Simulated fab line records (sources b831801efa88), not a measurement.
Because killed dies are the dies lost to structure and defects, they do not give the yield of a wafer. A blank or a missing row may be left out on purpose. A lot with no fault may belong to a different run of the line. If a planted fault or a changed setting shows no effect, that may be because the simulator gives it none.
Chamber matching	flow gf180mcu	3 sister chambers for GF_STI_CVD_23 on hdpcvd-01
The step deposits SiO2, target thk 650 nm, time 108.3 s. 6 wafers are shown with their chamber, then 7 later ones without.

== WAFERS WITH THEIR CHAMBER ==
wafer	chamber	sih4 flow sccm (sccm)
L519.1	0	59.91
L523.5	2	60.19
L524.4	2	59.93
L524.5	1	59.65
L527.1	0	59.73
L527.5	1	60.01

== WAFERS WITH NO CHAMBER GIVEN ==
wafer	sih4 flow sccm (sccm)
L527.6	59.92
L534.1	59.93
L534.4	59.88
L534.6	60.23
L535.1	59.76
L535.2	60.06
L535.3	59.99

== EACH ONE'S CHAMBER ==
wafer	from the rows above	in truth
L527.6	can't be placed: 1 or 0 or 2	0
L534.1	can't be placed: 1 or 0 or 2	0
L534.4	can't be placed: 1 or 0 or 2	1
L534.6	can't be placed: 2 or 1 or 0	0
L535.1	can't be placed: 0 or 1 or 2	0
L535.2	can't be placed: 2 or 1 or 0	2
L535.3	can't be placed: 2 or 1 or 0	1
Placed correctly: 0 of 7. Can't be placed from these rows: 7 (the true chamber is among the candidates in 7). 0 placed wrongly.
How it was worked out, from the rows above alone: a wafer's distance from a chamber is the root of the sum, over the readings, of the square of ((its reading less the chamber's mean) divided by the reading's scatter). If the next closest chamber is less than 2 further off than the closest, the wafer can't be placed; otherwise it belongs to the closest. A chamber's mean is the mean of its shown wafers. The scatter: take each reading less its chamber's mean, square it, sum over the shown wafers, divide by the number of wafers less the number of chambers, and take the root.
